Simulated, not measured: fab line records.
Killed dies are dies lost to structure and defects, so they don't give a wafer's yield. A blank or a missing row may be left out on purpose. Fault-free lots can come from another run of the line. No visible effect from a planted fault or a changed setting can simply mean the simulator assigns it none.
One fault through the eyes of 2 desks :: flow sky130 :: every desk sees just its own numbers, and what lay behind them comes last

== THE METROLOGY DESK ==
Means of the sampled wafers that have a number, per lot and without regard to the tool the lot ran on: this is what the gauges read. If a lot's mean is further than 4 standard deviations from the usual mean, the lot is out of limits and carries the mark OUT (the distance appears in the brackets).
Columns: A = VIA3_W_RS at SKY_VIA3_RS_MEAS_22, usual 0.2957 ohm/sq; B = VIA3_W_THK at SKY_VIA3_THK_MEAS_23, usual 405 nm
lot: L889
first seen here: day 40 05:37
A: 0.3011
B: 387

lot: L896
first seen here: day 41 23:07
A: 0.2940
B: 412

lot: L897
first seen here: day 42 09:58
A: 0.2920
B: 408

lot: L899
first seen here: day 42 18:01
A: 0.2952
B: 404

lot: L904
first seen here: day 43 22:54
A: 0.2939
B: 410

lot: L908
first seen here: day 45 02:09
A: 0.2929
B: 407
This desk's finding: nothing out of limits on any of the 6 lots.

== DESK OF THE TOOL OWNER: pvdSputter-02 ==
The tool's own readings at SKY_METAL4_SPUTTER_03 (material Ti, target thk 5 nm, time 3.3 s): means of the sampled wafers that have a number, for each lot that ran on this tool. If a lot's mean is further than 4 standard deviations from the usual mean, the lot is out of limits and carries the mark OUT (the distance appears in the brackets).
Columns: A = throttleValvePct at SKY_METAL4_SPUTTER_03, usual 29.6 %
lot: L896
first seen here: day 41 23:38
A: 30.3

lot: L899
first seen here: day 42 18:32
A: 30.5

lot: L908
first seen here: day 45 02:43
A: 30.4
This desk's finding: nothing out of limits on any of the 3 lots.

== PUT TOGETHER ==
At the metrology desk, nothing out of limits was observed.
The desk of the tool owner found nothing out of limits.

== WHAT THE SIMULATOR HAD PUT IN ==
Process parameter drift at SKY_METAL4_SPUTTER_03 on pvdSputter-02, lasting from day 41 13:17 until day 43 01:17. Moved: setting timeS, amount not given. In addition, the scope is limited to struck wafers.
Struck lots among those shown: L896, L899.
